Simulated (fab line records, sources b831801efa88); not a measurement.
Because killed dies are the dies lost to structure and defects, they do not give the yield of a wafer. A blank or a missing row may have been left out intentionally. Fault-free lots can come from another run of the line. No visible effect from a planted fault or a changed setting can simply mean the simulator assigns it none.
Chamber matching ; flow gf180mcu ; 4 sister chambers for GF_V5_ETCH_16 on rieDiel-02
The step etches BARC in N2/H2. 24 wafers are shown with their chamber, then 12 later ones without.

== WAFERS PAIRED WITH THEIR CHAMBERS ==
wafer;chamber;drypumpMotorCurrentA (A);throttleValvePct (%);h2FlowSccm (sccm)
L074.2;3;6.1;13.228;199.5
L074.5;3;6.1;13.212;199.4
L074.6;0;5.7;13.234;200.6
L076.1;0;5.8;13.237;199.5
L076.4;3;6.1;13.204;200.0
L076.5;2;5.9;13.229;199.5
L077.2;2;5.9;13.221;201.3
L077.5;2;5.9;13.229;200.2
L077.6;1;6.3;13.224;199.4
L079.2;3;6.1;13.222;199.3
L079.3;1;6.3;13.233;199.6
L079.4;0;5.7;13.232;198.7
L080.2;0;5.8;13.226;199.7
L080.3;2;6.0;13.230;199.9
L080.4;2;5.9;13.226;200.5
L082.1;0;5.7;13.217;200.2
L082.4;3;6.1;13.215;198.8
L082.6;1;6.2;13.222;201.8
L083.1;1;6.3;13.233;200.2
L083.2;3;6.1;13.221;199.8
L083.6;0;5.8;13.225;199.6
L085.2;1;6.2;13.228;199.7
L085.3;3;6.1;13.230;200.3
L085.6;0;5.8;13.236;199.7

SIGNATURES, as means of the wafers listed above
reading;chamber 0;chamber 1;chamber 2;chamber 3;scatter within a chamber
drypumpMotorCurrentA;5.757;6.260;5.920;6.100;0.0431
throttleValvePct;13.22957;13.22800;13.22700;13.21886;0.00698
h2FlowSccm;199.714;200.140;200.280;199.586;0.679
Rule: a wafer lies at a distance from a chamber equal to the root of the sum of squares, over the readings, of (its reading less the chamber's mean, divided by the reading's scatter). The wafer belongs to the nearest chamber; if the next one is less than 2 further off, it can't be placed. The scatter: take each reading less its chamber's mean, square it, sum over the shown wafers, divide by the number of wafers less the number of chambers, and take the root.

== WAFERS WITHOUT THEIR CHAMBER ==
wafer;drypumpMotorCurrentA (A);throttleValvePct (%);h2FlowSccm (sccm)
L086.2;6.1;13.217;199.5
L086.5;6.1;13.214;200.1
L086.6;5.9;13.215;199.5
L087.2;6.0;13.224;200.5
L087.5;6.1;13.224;200.0
L087.6;6.0;13.230;199.2
L089.2;6.1;13.225;199.9
L089.4;6.3;13.232;200.9
L089.6;5.9;13.230;198.9
L096.1;6.1;13.228;200.1
L096.3;6.3;13.216;200.0
L096.4;5.7;13.231;199.4

== WHICH CHAMBER EACH WENT THROUGH ==
wafer;from the rows above;in truth
L086.2;3;3
L086.5;3;3
L086.6;can't be placed: 2 or 0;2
L087.2;can't be placed: 2 or 3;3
L087.5;3;3
L087.6;can't be placed: 2 or 3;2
L089.2;3;3
L089.4;1;1
L089.6;can't be placed: 2 or 0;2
L096.1;3;3
L096.3;1;1
L096.4;0;0
8 of 12 placed correctly. Unplaceable from these rows: 4, with the true chamber sitting among the candidates in 4. Wrongly placed: 0.
